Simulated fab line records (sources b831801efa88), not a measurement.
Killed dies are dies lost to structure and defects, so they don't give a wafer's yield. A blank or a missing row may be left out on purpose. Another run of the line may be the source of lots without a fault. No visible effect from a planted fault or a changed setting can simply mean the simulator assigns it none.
The same fault as seen by 2 desks ; flow sfq-line ; only its own numbers are on each desk; what lay behind them is given at the end

== FROM THE METROLOGY DESK ==
What the gauges read for every lot (on any tool): the sampled wafers with a number, averaged. The brackets show how far a lot's mean lies from the usual mean; more than 4 standard deviations puts the lot out of limits, marked OUT.
Columns: A = I6_BOW at SFQ_I6_BOW_MEAS_941, usual 10 um; B = I6_OVL at SFQ_I6_OVL_MEAS_942, usual -2 nm
lot;first seen here;A;B
L500;day 65 23:46;17;9
L503;day 66 14:46;16;1
L506;day 66 18:07;22;-11
L515;day 69 21:42;22;-2
L517;day 70 09:42;16;-9
L520;day 70 23:37;7;-7
Finding of this desk: none of the 6 lots has anything out of limits.

== TOOL OWNER'S DESK, rie-diel-03 ==
The tool's own readings at SFQ_TRILAYER_I6_VIA_BARC_OPEN_VIA_ETCH_235 (etches BARC in O2, target depth 125 nm, time 41.7 s): means of the sampled wafers that have a number, for each lot that ran on this tool. The brackets show how far a lot's mean lies from the usual mean; more than 4 standard deviations puts the lot out of limits, marked OUT.
Columns: A = drypump-motor-current-A at SFQ_TRILAYER_I6_VIA_BARC_OPEN_VIA_ETCH_235, usual 5.8 A; B = oes-product-au at SFQ_TRILAYER_I6_VIA_BARC_OPEN_VIA_ETCH_235, usual 0.685 a.u.
lot;first seen here;A;B
L500;day 66 04:49;5.8;0.683
L503;day 66 18:34;5.6;0.686
L506;day 66 23:10;5.2;0.686
Finding of this desk: none of the 3 lots has anything out of limits.

== ALL TOGETHER ==
Nothing out of limits was seen by the metrology desk.
The desk of the tool owner found nothing out of limits.

== WHAT THE SIMULATOR PUT IN ==
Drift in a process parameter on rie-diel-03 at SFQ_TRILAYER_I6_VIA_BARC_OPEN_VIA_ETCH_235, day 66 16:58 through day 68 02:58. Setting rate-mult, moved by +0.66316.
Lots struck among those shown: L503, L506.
